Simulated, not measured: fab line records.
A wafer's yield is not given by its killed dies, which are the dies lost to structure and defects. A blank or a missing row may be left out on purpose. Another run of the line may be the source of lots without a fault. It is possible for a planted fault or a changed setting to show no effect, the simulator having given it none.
What tool caused it? | flow sky130 | at 1 step of a route of 708, 10 lots with 30 wafers sampled

## WHAT THE GAUGES READ, wafer by wafer
SKY_METAL2_THK_MEAS_06: measures by xrf.
lot  | measured     | on            | METAL2_ALCU_THK (nm)
L244 | day 35 14:52 | film_metro-04 | 258 261 255
L245 | day 35 20:47 | film_metro-03 | 257 253 253
L246 | day 35 21:08 | film_metro-02 | 261 261 260
L251 | day 37 15:02 | film_metro-04 | 255 259 263
L254 | day 38 09:21 | film_metro-04 | 259 253 255
L255 | day 38 15:29 | film_metro-02 | 252 254 250
L257 | day 39 08:14 | film_metro-02 | 254 250 249
L259 | day 39 16:56 | film_metro-03 | 252 254 255
L260 | day 40 02:45 | film_metro-04 | 254 252 253
L261 | day 40 03:55 | film_metro-04 | 253 251 253

## WHAT TOOL EACH LOT RAN ON (gives the tool, then ch and the chambers of the sampled wafers, and finally the start)
Before these readings, the record contains no process step.

## WHAT THE TOOLS THEMSELVES READ (means of the sampled wafers that have a number; where no wafer has one, the mark that the record gives instead)
The record holds no such reading with a usual standard deviation.

## THE ANSWER, worked out from the rows above alone
Rule: the usual values come from the lots themselves. The widest of any qualifying gaps counts: lots, ordered by their means at a reading, are off when they make up no more than a third of the lots, leave a main group of 4 or more, and stand apart from it by 3 or more times the standard deviation of that group's means. The tables above print the reading to a certain number of digits; a main group whose means all agree to those digits is not used. A lot without any number at a reading at which 4 lots or more have one is off too. Any other lot the step has rows for is counted as sound. The gauges are gone through in route order, then the tools' own readings, and for those a lot's mean is taken as printed above. The first step at which some lot is off is used, and at that step the reading that is off furthest; a lot without a number counts as furthest.
No lot is off on any of the readings shown, so nothing can be concluded from this.

## WHAT WAS PUT IN BY THE SIMULATOR
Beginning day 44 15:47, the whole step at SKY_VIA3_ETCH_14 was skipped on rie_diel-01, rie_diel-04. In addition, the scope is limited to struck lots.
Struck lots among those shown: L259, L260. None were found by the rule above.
